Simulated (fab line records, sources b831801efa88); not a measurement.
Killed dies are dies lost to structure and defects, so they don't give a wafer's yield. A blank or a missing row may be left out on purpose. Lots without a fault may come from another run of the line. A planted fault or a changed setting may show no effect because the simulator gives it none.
fab line records | flow sky130
record lots=5 wafers=15 last_day=50
route steps=708 shown RES_PROTECT@212 POLY_GATE@213 PAD_OPEN@708
lots that met no fault: from a run of the same line without faults
start_h: hours from the record's first day to the start of the lot's first wafer shown | wait_h: hours since the lot's step before | " the same as in the row above | L1.1+2: a row that stands for several wafers | - no value, or no start given | * or withheld: withheld | < > ~ a bound
route shown NAME@n: a module of which the file shows steps, and the number in the route of the first | usual: mean/standard deviation of fault-free wafers | same: alike in all rows | chamber/n: place in a boat | sites: the reading at each site | _std_site: their standard deviation | _edge_site: outer sites' mean less inner sites' | radius_mm: how far each site lies from the wafer's centre | mask NAME#n: copy n | behind: the tool/chamber that last shaped the wafer | hold: why the lot was held/for how many hours/how that ended | device: the transistor (n, p or np) that didn't switch | end of line: the same wafers' tests at the end of the route | a step without rows: its recipe alone | killed: dies lost to structure and defects at the first sort, not the wafer's yield | map: a wafer's dies, x killed, . not, _ none there
set.NAME: the setting as run; set.NAME@STEP: as run at that earlier step | model.NAME: the simulator's own value behind a step, which no gauge read
lots at some steps of the route; a table a step, a row a wafer
services: from which hour (start_h, from the record's first day; less than 0 if before it) a tool's chamber was out of use, for how many hours, and why
## steps
# step SKY_RES_PROTECT_DEVELOP_06
# recipe resist=NOVOLAK developer=TMAH develop_time_s=60 dev_temp_c=23
# step SKY_POLY_GATE_IMPLANT_02
# recipe species=P energy_kev=30 dose_cm2=7.7e+15 tilt_deg=0
# step SKY_RES_PROTECT_STRIP_07
# recipe chemistry=O2/N2 power_w=1400 pressure_mtorr=1500 platen_temp_c=withheld o2_flow_sccm=3000 n2_flow_sccm=300 overash_fraction=0.5
# usual drypump_motor_current_A=6.0/0.49 oes_product_au=0.518/0.0043 strip_time_to_endpoint_s=23.29/0.04
# columns lot.wafer tool chamber start_h wait_h drypump_motor_current_A oes_product_au rf_hours_counter_h strip_time_to_endpoint_s
L552.2 plasma_asher-02 0 339.14 0.1 6.8 0.523 69 23.24
L552.5 " 0 " " 6.8 0.518 - 23.20
L552.6 " 1 " " 5.7 0.515 - 23.28
L557.1 plasma_asher-02 1 383.94 0.1 5.7 0.515 73 23.30
L557.3 " 0 " " 6.8 0.520 - 23.31
L557.5 " 1 " " 5.7 0.525 - 23.31
L561.1 plasma_asher-02 0 417.16 0.1 6.8 0.518 76 23.34
L561.3 " 1 " " 5.8 0.519 - 23.35
L561.4 " 0 " " 6.8 0.518 - 23.38
L564.4 plasma_asher-02 0 440.88 0.1 6.8 0.510 - 23.26
L564.5 " 0 " " 6.8 0.517 - 23.26
L564.6 " 1 " " 5.8 0.506 - 23.27
L574.1 plasma_asher-04 0 530.01 0.1 6.1 0.515 78 23.36
L574.2 " 1 " " 5.4 0.508 78 23.28
L574.3 " 0 " " 6.1 0.515 - 23.33
# step SKY_RES_PROTECT_TW_MEAS_08
# usual POLY_GATE_TW=3996/33
# columns lot.wafer tool chamber start_h wait_h POLY_GATE_TW
L552.2 film_metro-02 - 339.25 0.1 4018
L552.5 " - " " 4003
L552.6 " - " " 4009
L557.1 film_metro-02 - 384.04 0.1 3970
L557.3 " - " " 3968
L557.5 " - " " 3996
L561.1 film_metro-03 - 417.26 0.1 4073
L561.3 " - " " 4062
L561.4 " - " " 4046
L564.4 film_metro-02 - 440.97 0.1 4007
L564.5 " - " " 4017
L564.6 " - " " 3993
L574.1 film_metro-02 - 530.11 0.1 3999
L574.2 " - " " 4020
L574.3 " - " " 4019
# step SKY_RES_PROTECT_CLEAN_09
# recipe chemistry=SC1/SC2 mix=1:4:20 temp_c=70 time_s=150 dry=n2_spin
# step SKY_POLY_GATE_CVD_03
# recipe material=Si3N4 precursor=DCS/NH3 target_thk_nm=75 temp_c=770 time_s=1290 pressure_mtorr=250
# step SKY_POLY_GATE_THK_MEAS_04
# recipe reads=Si3N4_of_POLY_GATE_CVD_03
# usual POLY_GATE_CVD_03_THK=75.2/0.73
# columns lot.wafer tool chamber start_h wait_h POLY_GATE_CVD_03_THK[nm]
L552.2 film_metro-03 - 341.20 0.0 74.9
L552.5 " - " " 75.5
L552.6 " - " " 74.5
L557.1 film_metro-01 - 386.41 0.0 75.2
L557.3 " - " " 75.5
L557.5 " - " " 75.4
L561.1 film_metro-02 - 421.06 0.0 75.2
L561.3 " - " " 75.5
L561.4 " - " " 75.6
L564.4 film_metro-02 - 442.44 0.0 77.0
L564.5 " - " " 77.7
L564.6 " - " " 77.3
L574.1 film_metro-02 - 532.00 0.0 74.1
L574.2 " - " " 74.6
L574.3 " - " " 74.2
# step SKY_POLY_GATE_DEHYDRATE_05
# recipe temp_c=200 time_s=60
# step SKY_POLY_GATE_HMDS_06
# recipe prime_time_s=60 prime_temp_c=120
# step SKY_POLY_GATE_COAT_07
# recipe resist=BARC temp_c=withheld time_s=withheld spin_rpm=3000 resist_thk_nm=110
# step SKY_POLY_GATE_COAT_08
# recipe resist=KrF-thick spin_rpm=3000 resist_thk_nm=450
# step SKY_POLY_GATE_SOFTBAKE_09
# recipe temp_c=100 time_s=90 resist=KrF-thick
# step SKY_POLY_GATE_EXPOSE_10
# recipe mask_id=P1M na=0.68 source_shape=conventional sigma_outer=0.6 target_cd_nm=150 dose_mj=28
# usual exposure_dose_mJ_cm2=27.98/0.031
# same na=0.68
# columns lot.wafer tool chamber start_h wait_h mask exposure_dose_mJ_cm2
L552.2 krf_scanner-02 0 355.46 - P1M#0 28.02
L552.5 " 0 " " P1M#0 28.03
L552.6 " 0 " " P1M#0 28.01
L557.1 krf_scanner-01 0 401.29 - P1M#0 27.97
L557.3 " 0 " " P1M#0 27.97
L557.5 " 0 " " P1M#0 27.98
L561.1 krf_scanner-02 0 436.72 - P1M#0 28.02
L561.3 " 0 " " P1M#0 28.01
L561.4 " 0 " " P1M#0 28.03
L564.4 krf_scanner-01 0 458.10 - P1M#0 26.89
L564.5 " 0 " " P1M#0 26.89
L564.6 " 0 " " P1M#0 26.80
L574.1 krf_scanner-01 0 547.64 - P1M#0 27.96
L574.2 " 0 " " P1M#0 27.94
L574.3 " 0 " " P1M#0 27.96
# step SKY_POLY_GATE_PEB_11
# recipe peb_temp_c=withheld peb_time_s=withheld resist=KrF-thick
# step SKY_POLY_GATE_DEVELOP_12
# recipe develop_time_s=60 resist=KrF-thick dev_temp_c=21
# step SKY_POLY_GATE_CD_MEAS_13
# recipe target_cd_nm=150
# usual cd_nm=149.5/1.5
# columns lot.wafer tool chamber start_h wait_h hold cd_nm
L552.2 cd_sem-02 - 369.83 - - 150.2
L552.5 " - " " - 150.5
L552.6 " - " " - 150.5
L557.1 cd_sem-02 - 415.77 - - 147.4
L557.3 " - " " - 148.2
L557.5 " - " " - 148.0
L561.1 cd_sem-02 - 451.99 - - 150.1
L561.3 " - " " - 151.3
L561.4 " - " " - 153.6
L564.4 cd_sem-02 - 472.88 - await_dispo/0.2h/release 105.8
L564.5 " - " " await_dispo/0.2h/release 145.1
L564.6 " - " " await_dispo/0.2h/release 147.9
L564.4 cd_sem-02 - 473.16 0.3 - 105.5
L564.5 " - " " - 145.4
L564.6 " - " " - 147.8
L574.1 cd_sem-02 - 561.99 - - 150.2
L574.2 " - " " - 149.8
L574.3 " - " " - 150.8
# step SKY_POLY_GATE_OVL_MEAS_14
# usual POLY_GATE_OVL=1/4.9
# columns lot.wafer tool chamber start_h wait_h hold POLY_GATE_OVL[nm]
L552.2 overlay-02 - 369.94 0.1 - -2
L552.5 " - " " - 7
L552.6 " - " " - 7
L557.1 overlay-02 - 415.89 0.1 - 5
L557.3 " - " " - -1
L557.5 " - " " - -5
L561.1 overlay-02 - 452.11 0.1 - 4
L561.3 " - " " - 6
L561.4 " - " " - 3
L564.4 overlay-01 - 480.36 7.2 await_dispo/7.1h/release -1
L564.5 " - " " await_dispo/7.1h/release 1
L564.6 " - " " await_dispo/7.1h/release 6
L574.1 overlay-02 - 562.11 0.1 - 10
L574.2 " - " " - 5
L574.3 " - " " - 4
# step SKY_POLY_GATE_ETCH_15
# recipe chemistry=N2/H2 target=BARC ion_energy_ev=200 source_w=500 bias_w=100 pressure_mtorr=30 n2_flow_sccm=100 h2_flow_sccm=200 stop_on=SiO2 time_s=118.5 target_depth_a=1100
# usual drypump_motor_current_A=5.8/0.44 oes_product_au=0.716/0.0046 throttle_valve_pct=13.213/0.0084
# columns lot.wafer tool chamber start_h wait_h drypump_motor_current_A oes_product_au rf_hours_counter_h throttle_valve_pct model.POLY_GATE.cd_nm
L552.2 rie_diel-03 2 369.97 0.0 6.2 0.715 42 13.208 149.7
L552.5 " 1 " " 6.1 0.718 - 13.210 145.5
L552.6 " 2 " " 6.2 0.713 - 13.206 150.4
L557.1 rie_diel-03 1 415.92 0.0 6.1 0.712 2 13.224 143.4
L557.3 " 2 " " 6.2 0.717 43 13.204 146.9
L557.5 " 3 " " 6.1 0.711 - 13.217 142.5
L561.1 rie_diel-03 0 452.15 0.0 5.1 0.720 31 13.210 149.5
L561.3 " 3 " " 6.1 0.710 33 13.214 147.2
L561.4 " 2 " " 6.2 0.708 44 13.204 152.2
L564.4 rie_diel-03 1 480.37 0.0 6.1 0.713 3 13.227 100.5
L564.5 " 3 " " 6.1 0.717 - 13.226 139.2
L564.6 " 0 " " 5.1 0.720 - 13.217 145.8
L574.1 rie_diel-03 1 562.15 0.0 6.1 0.723 5 13.201 147.1
L574.2 " 2 " " 6.2 0.726 46 13.211 149.8
L574.3 " 0 " " 5.1 0.713 34 13.210 150.4
# step SKY_POLY_GATE_ETCH_16
# recipe stop_on=poly-Si chemistry=CH3F/O2 target=Si3N4 source_w=400 bias_w=80 pressure_mtorr=25 ch3f_flow_sccm=40 O2_flow_sccm=30 time_s=147.5 target_depth_a=750
# usual ch3f_flow_sccm=40.00/0.11 drypump_motor_current_A=5.8/0.44 oes_product_au=0.641/0.005 throttle_valve_pct=10.534/0.01
# columns lot.wafer tool chamber start_h wait_h ch3f_flow_sccm drypump_motor_current_A oes_product_au rf_hours_counter_h throttle_valve_pct
L552.2 rie_diel-03 2 370.05 0.0 40.05 6.2 0.636 42 10.534
L552.5 " 1 " " 39.95 6.1 0.647 - 10.519
L552.6 " 2 " " 39.93 6.1 0.647 - 10.530
L557.1 rie_diel-03 1 416.00 0.0 39.92 6.1 0.646 2 10.526
L557.3 " 2 " " 40.03 6.1 0.642 43 10.539
L557.5 " 3 " " 40.07 6.1 0.647 - 10.540
L561.1 rie_diel-03 0 452.23 0.0 39.89 5.0 0.647 31 10.532
L561.3 " 3 " " 40.13 6.1 0.648 33 10.539
L561.4 " 2 " " 39.90 6.2 0.643 44 10.541
L564.4 rie_diel-03 1 480.46 0.0 40.11 6.1 0.642 3 10.526
L564.5 " 3 " " 40.09 6.1 0.654 - 10.534
L564.6 " 0 " " 40.17 5.1 0.649 - 10.541
L574.1 rie_diel-03 1 562.23 0.0 39.89 6.1 0.632 5 10.514
L574.2 " 2 " " 40.06 6.2 0.643 46 10.512
L574.3 " 0 " " 39.96 5.1 0.631 34 10.533
# step SKY_POLY_GATE_ETCH_17
# recipe target_depth_nm=180 stop_on=SiO2 over_etch_frac=0.56667 chemistry=HBr/Cl2 target=poly-Si icp_w=400 bias_w=100 pressure_mtorr=10 HBr_flow_sccm=150 Cl2_flow_sccm=50 time_s=70.5
# usual drypump_motor_current_A=5.9/0.52 oes_product_au=0.986/0.009 throttle_valve_pct=33.684/0.0093
# columns lot.wafer tool chamber start_h wait_h drypump_motor_current_A oes_product_au rf_hours_counter_h throttle_valve_pct model.POLY_GATE.cd_nm
L552.2 rie_si-02 0 370.15 0.0 6.3 0.991 9 33.693 150.7
L552.5 " 1 " " 6.2 0.989 - 33.687 147
L552.6 " 0 " " 6.3 0.996 - 33.673 151.6
L557.1 rie_si-02 0 416.10 0.0 6.3 0.986 9 33.681 143.9
L557.3 " 1 " " 6.2 0.994 3 33.679 148.9
L557.5 " 3 " " 6.1 0.994 - 33.675 143.7
L561.1 rie_si-01 3 452.33 0.0 6.7 0.969 2 33.681 147.7
L561.3 " 0 " " 5.7 0.978 27 33.678 147.2
L561.4 " 2 " " 5.0 0.974 4 33.689 151.9
L564.4 rie_si-01 2 480.58 0.1 5.0 0.984 - 33.693 100
L564.5 " 3 " " 6.6 0.993 - 33.683 137.1
L564.6 " 1 " " 5.5 0.998 - 33.679 147
L574.1 rie_si-01 1 562.33 0.0 5.5 0.971 23 33.678 147.3
L574.2 " 2 " " 5.0 0.976 5 33.704 149.4
L574.3 " 3 " " 6.7 0.994 2 33.681 150.7
# step SKY_POLY_GATE_STRIP_18
# recipe chemistry=O2/N2 power_w=1400 pressure_mtorr=1500 platen_temp_c=withheld o2_flow_sccm=3000 n2_flow_sccm=300 overash_fraction=0.5
# usual drypump_motor_current_A=5.8/0.43 oes_product_au=0.360/0.0054 strip_time_to_endpoint_s=3.15/0.062
# columns lot.wafer tool chamber start_h wait_h drypump_motor_current_A oes_product_au rf_hours_counter_h strip_time_to_endpoint_s
L552.2 plasma_asher-01 0 370.20 0.0 5.9 0.356 23 3.11
L552.5 " 1 " " 5.2 0.360 - 3.07
L552.6 " 0 " " 5.9 0.353 - 3.10
L557.1 plasma_asher-03 1 416.16 0.0 5.7 0.355 61 3.09
L557.3 " 0 " " 5.7 0.357 - 3.10
L557.5 " 0 " " 5.7 0.366 - 3.11
L561.1 plasma_asher-01 1 452.39 0.0 5.2 0.365 32 3.18
L561.3 " 0 " " 5.9 0.354 - 3.13
L561.4 " 1 " " 5.2 0.362 - 3.13
L564.4 plasma_asher-02 1 480.64 0.0 5.7 0.359 - 3.12
L564.5 " 0 " " 6.8 0.362 - 3.11
L564.6 " 1 " " 5.7 0.368 - 3.20
L574.1 plasma_asher-02 1 562.39 0.0 5.7 0.358 13 3.10
L574.2 " 0 " " 6.8 0.363 13 3.14
L574.3 " 1 " " 5.7 0.360 - 3.18
# step SKY_PAD_OPEN_PROBE_99
# usual killed_at_M0_to_M3=44/6.5 killed_at_M4_up=2.9/1.7 killed_at_contacts=24/5.7 killed_at_front_end=16/4.4 killed_at_other=0.2/0.48 killed_dies=87/9.6 killed_open=48/6.7 killed_short=38/6.2
# same gross_dies=492 killed_at_back_side=0
# columns lot.wafer tool chamber start_h wait_h hold killed_at_M0_to_M3 killed_at_M4_up killed_at_contacts killed_at_front_end killed_at_other killed_dies killed_open killed_short
L552.2 prober-02 - 1084.61 0.1 - 47 2 18 10 0 77 47 30
L552.5 prober-02 - 1084.76 0.2 - 50 6 14 21 0 91 42 46
L552.6 prober-02 - 1084.81 0.2 - 41 0 27 19 0 87 47 40
L557.1 prober-02 - 1111.38 0.1 - 46 1 18 22 0 87 46 40
L557.3 prober-02 - 1111.48 0.2 - 48 3 28 18 0 97 52 44
L557.5 prober-02 - 1111.58 0.2 - 37 2 19 25 0 83 44 39
L561.1 prober-01 - 1132.39 0.1 - 32 1 36 13 0 82 46 36
L561.3 prober-01 - 1132.49 0.2 - 46 3 27 16 0 92 47 45
L561.4 prober-01 - 1132.54 0.2 - 53 6 29 17 0 105 66 39
L564.5 prober-02 - 1147.02 0.2 await_dispo/2.1h/release 51 2 24 12 0 89 58 31
L564.6 prober-02 - 1147.07 0.2 await_dispo/2.1h/release 46 2 28 22 0 98 55 43
L574.1 prober-01 - 1200.93 0.1 - 27 7 26 7 0 67 35 30
L574.2 prober-01 - 1200.98 0.1 - 41 3 17 12 1 74 42 32
L574.3 prober-01 - 1201.03 0.2 - 37 2 21 13 0 73 37 36
# killed by level:class
L552.2 VIA1:geometric_particle:open=11 VIA3:geometric_particle:open=9 CONTACT:geometric_particle:open=7 LI_CONTACT:geometric_particle:open=6 VIA2:geometric_particle:open=6 METAL1:geometric_particle:short=5 VIA2:geometric_particle:short=5 METAL2:geometric_particle:short=4
L552.5 VIA1:geometric_particle:open=12 VIA3:geometric_particle:short=6 METAL2:geometric_particle:short=6 FIELD_ISO:geometric_particle:open=5 POLY_GATE:geometric_particle:short=5 CONTACT:geometric_particle:open=5 VIA1:geometric_particle:short=5 VIA3:geometric_particle:open=5
L552.6 CONTACT:geometric_particle:open=12 METAL1:geometric_particle:short=8 VIA1:geometric_particle:open=7 VIA3:geometric_particle:open=7 POLY_GATE:geometric_particle:short=6 LI_CONTACT:geometric_particle:open=6 FIELD_ISO:geometric_particle:short=5 POLY_GATE:geometric_particle:open=5
L557.1 VIA1:geometric_particle:open=12 LI_CONTACT:geometric_particle:open=7 METAL2:geometric_particle:short=7 VIA2:geometric_particle:open=7 CONTACT:geometric_particle:open=6 FIELD_ISO:geometric_particle:short=5 FIELD_ISO:geometric_particle:open=5 METAL1:geometric_particle:short=5
L557.3 VIA1:geometric_particle:open=10 LI_CONTACT:geometric_particle:open=9 VIA2:geometric_particle:open=8 METAL2:geometric_particle:short=8 VIA1:geometric_particle:short=8 CONTACT:geometric_particle:open=7 POLY_GATE:geometric_particle:open=5 FIELD_ISO:geometric_particle:open=4
L557.5 VIA1:geometric_particle:open=11 FIELD_ISO:geometric_particle:open=6 POLY_GATE:geometric_particle:open=6 CONTACT:geometric_particle:short=5 FIELD_ISO:geometric_particle:short=4 POLY_GATE:geometric_particle:short=4 LI_CONTACT:geometric_particle:short=4 LI_CONTACT:geometric_particle:open=4
L561.1 CONTACT:geometric_particle:open=14 LI_CONTACT:geometric_particle:open=9 VIA1:geometric_particle:open=8 CONTACT:geometric_particle:short=6 METAL1:geometric_particle:short=5 FIELD_ISO:geometric_particle:short=4 VIA1:geometric_particle:short=4 VIA3:geometric_particle:open=4
L561.3 LI_CONTACT:geometric_particle:open=8 CONTACT:geometric_particle:open=7 VIA3:geometric_particle:open=7 VIA3:geometric_particle:short=7 LOCAL_INTERCONNECT:geometric_particle:short=6 METAL1:geometric_particle:short=6 VIA1:geometric_particle:short=6 VIA2:geometric_particle:open=6
L561.4 VIA1:geometric_particle:open=12 VIA3:geometric_particle:open=11 VIA2:geometric_particle:open=11 LI_CONTACT:geometric_particle:open=10 CONTACT:geometric_particle:open=9 METAL1:geometric_particle:short=6 METAL2:geometric_particle:short=6 METAL4:geometric_particle:short=5
L564.5 VIA1:geometric_particle:open=14 CONTACT:geometric_particle:open=12 VIA3:geometric_particle:open=11 METAL1:geometric_particle:short=6 LI_CONTACT:geometric_particle:open=5 FIELD_ISO:geometric_particle:short=4 METAL2:geometric_particle:open=4 LOCAL_INTERCONNECT:geometric_particle:short=4
L564.6 CONTACT:geometric_particle:open=14 POLY_GATE:geometric_particle:open=8 METAL1:geometric_particle:short=6 VIA1:geometric_particle:short=6 LI_CONTACT:geometric_particle:open=5 VIA3:geometric_particle:open=5 VIA1:geometric_particle:open=5 METAL2:geometric_particle:short=5
L574.1 CONTACT:geometric_particle:open=14 VIA2:geometric_particle:open=7 LI_CONTACT:geometric_particle:open=5 METAL4:geometric_particle:short=5 VIA1:geometric_particle:short=5 CONTACT:geometric_particle:short=4 FIELD_ISO:geometric_particle:open=3 METAL1:geometric_particle:short=3
L574.2 VIA1:geometric_particle:open=10 VIA2:geometric_particle:open=7 CONTACT:geometric_particle:open=6 METAL1:geometric_particle:short=6 VIA3:geometric_particle:open=5 METAL2:geometric_particle:short=5 FIELD_ISO:geometric_particle:open=4 FIELD_ISO:geometric_particle:short=3
L574.3 CONTACT:geometric_particle:open=11 METAL2:geometric_particle:short=11 VIA1:geometric_particle:open=7 CONTACT:geometric_particle:short=4 METAL3:geometric_particle:short=4 VIA2:geometric_particle:open=4 VIA3:geometric_particle:open=4 FIELD_ISO:geometric_particle:open=3
# map L564.6 (x killed, . not)
__________x.x...x..._________
________......x.....x._______
______.....x....xx......_____
_____x.......x...x.......____
____.....x...xx.x..xx.x...___
___.x...........x......x...__
__........x...x......x...x.._
_..x....x...x.........x.x....
_.x.x.x...x.........x....x...
_......x.........x......x....
_...x.........x........x.x.x.
_x.........x.......x....x..x.
_.x....x.x....x.....x......xx
_x...x........x.....x........
_....xxx...x........x.x......
__.x....x..xx...x....x.xx..x_
___x.......x.........xx....__
____..x....xxx...x........___
_____...x...............x____
______...xxx....x....x.._____
________.x...x.x...xx._______
__________.x.......x_________
# map L557.3 (x killed, . not)
__________.x........_________
________..x..........._______
______.....xx..........x_____
_____x.....x...x..xx.....____
____.....xx...............___
___.x........xx...x........__
__.x....x...............x..x_
_x.x.........x.x.x..........x
_....x.x...x................x
_.............x.x..x.x.......
_.........xxxx..x..x..x..xxx.
_.....x.x....x....x..........
_.......x.x....x.....x...x...
_.x..........x...........xx..
_x....x.x..xx.......xxx....xx
__.x.x..x...x..........x...._
___.x..x.x..........xx.x...__
____.....x..xxx........x..___
_____...x....x..xx.....xx____
______............xx...._____
________...x.x.......x_______
__________x....x.x.._________
## services
# columns tool chamber start_h hours kind
krf_scanner-02 - 317.59 1.0 pm
krf_scanner-01 - 328.86 0.8 pm
rie_si-02 - 398.26 14.6 pm
rie_si-01 - 398.74 0.7 repair
plasma_asher-02 - 400.01 0.5 repair
krf_scanner-02 - 401.58 1.3 pm
rie_diel-03 3 403.98 10.1 repair
plasma_asher-02 - 407.01 7.8 repair
krf_scanner-01 - 408.09 1.0 pm
rie_diel-03 1 409.76 4.0 repair
plasma_asher-02 - 415.18 1.6 repair
krf_scanner-02 - 417.42 13.2 repair
plasma_asher-02 - 421.25 9.0 pm
krf_scanner-01 - 425.47 0.2 repair
krf_scanner-01 - 433.61 1.3 pm
plasma_asher-02 - 444.50 2.8 pm
plasma_asher-02 - 447.96 14.6 pm
rie_si-01 0 456.08 19.7 repair
krf_scanner-01 - 461.06 0.1 repair
krf_scanner-01 - 491.63 0.2 repair
krf_scanner-01 - 497.66 0.8 pm
rie_diel-03 1 502.57 5.8 repair
krf_scanner-01 - 518.51 0.4 repair
rie_si-01 2 521.48 4.1 repair
## key
first_sign step=SKY_POLY_GATE_EXPOSE_10 reading=exposure_dose_mJ_cm2 direction=down sigmas=37 usual=* struck=*
effect step=SKY_POLY_GATE_CD_MEAS_13 reading=visit direction=added through=control_loop
effect step=SKY_POLY_GATE_CD_MEAS_13 reading=cd_nm direction=down sigmas=11 usual=149.5 struck=132.9 through=control_loop
effect step=SKY_PAD_OPEN_PROBE_99 reading=hold direction=added
model_effect step=SKY_POLY_GATE_ETCH_15 value=POLY_GATE.cd_nm without=146.2 struck=128.5
model_effect step=SKY_POLY_GATE_ETCH_17 value=POLY_GATE.cd_nm without=145.7 struck=128.1
met_at SKY_POLY_GATE_EXPOSE_10
struck_wafers L564.4,L564.5,L564.6
tester_left_out L564
loop_trim step=SKY_POLY_GATE_EXPOSE_10 setting=dose lots=L564
onset_between 401.29 458.10
fault kind=process_parameter_drift tool=krf_scanner-01 chamber=- onset_h=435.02 steps=SKY_POLY_GATE_EXPOSE_10 channel=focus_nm offset=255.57 spread_by_wafer=0.3 shape=step end_h=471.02
# tester_left_out: of these lots the tester's yield and bins aren't shown, on N5 and GAA mostly nor the transistor test; their killed dies are dies lost to structure and defects alone, not to doping, threshold or leakage, so they don't give the yield
# loop_trim: a control loop set the setting to another value than it would have without faults
